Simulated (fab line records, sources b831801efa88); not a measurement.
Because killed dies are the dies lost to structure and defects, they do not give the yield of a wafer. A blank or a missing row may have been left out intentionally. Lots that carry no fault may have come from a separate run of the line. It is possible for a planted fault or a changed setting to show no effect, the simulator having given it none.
Which tool is to blame?    flow sky130    36 wafers sampled from 12 lots at 1 step of a route of 708

WHAT EACH GAUGE READ, for each wafer
SKY_FIELD_ISO_THK_MEAS_02.
lot   measured     on             FIELD_ISO_OXIDATION_00_THK (nm)
L075  day 1 16:39  film_metro-04  11.57 11.66 11.78
L077  day 2 03:35  film_metro-04  11.82 11.71 11.72
L079  day 2 13:15  film_metro-02  12.09 12.10 12.49
L081  day 2 23:19  film_metro-03  12.04 12.12 11.87
L083  day 3 08:38  film_metro-03  11.80 11.65 11.87
L085  day 3 18:38  film_metro-03  11.77 11.61 11.48
L087  day 4 06:21  film_metro-02  11.65 11.74 11.48
L089  day 4 14:38  film_metro-02  12.29 12.13 12.19
L091  day 5 01:08  film_metro-03  11.72 11.88 11.69
L093  day 5 11:17  film_metro-02  12.12 12.11 11.88
L095  day 5 21:57  film_metro-02  12.06 12.11 12.26
L097  day 6 07:49  film_metro-03  12.00 12.00 11.98

WHAT TOOL EACH LOT RAN ON (gives the tool, then ch and the chambers of the sampled wafers, and finally the start)
Record: no process step prior to these readings.

THE ANSWER, worked out from the rows above alone
Rule: what is usual is taken from the lots themselves. Put in order of their means at a reading, lots are off if they are a third of the lots or fewer, leave a main group of 4 or more, and stand apart from it by a gap of 3 or more times the standard deviation of the main group's means; of several such gaps the widest counts. The tables above print the reading to a certain number of digits; a main group whose means all agree to those digits is not used. Also off: a lot with no number at a reading for which 4 or more lots have one. The other lots that the step has rows for count as sound.
Nothing can be told from this: no lot is off at any reading shown.

WHAT THE SIMULATOR HAD INSERTED
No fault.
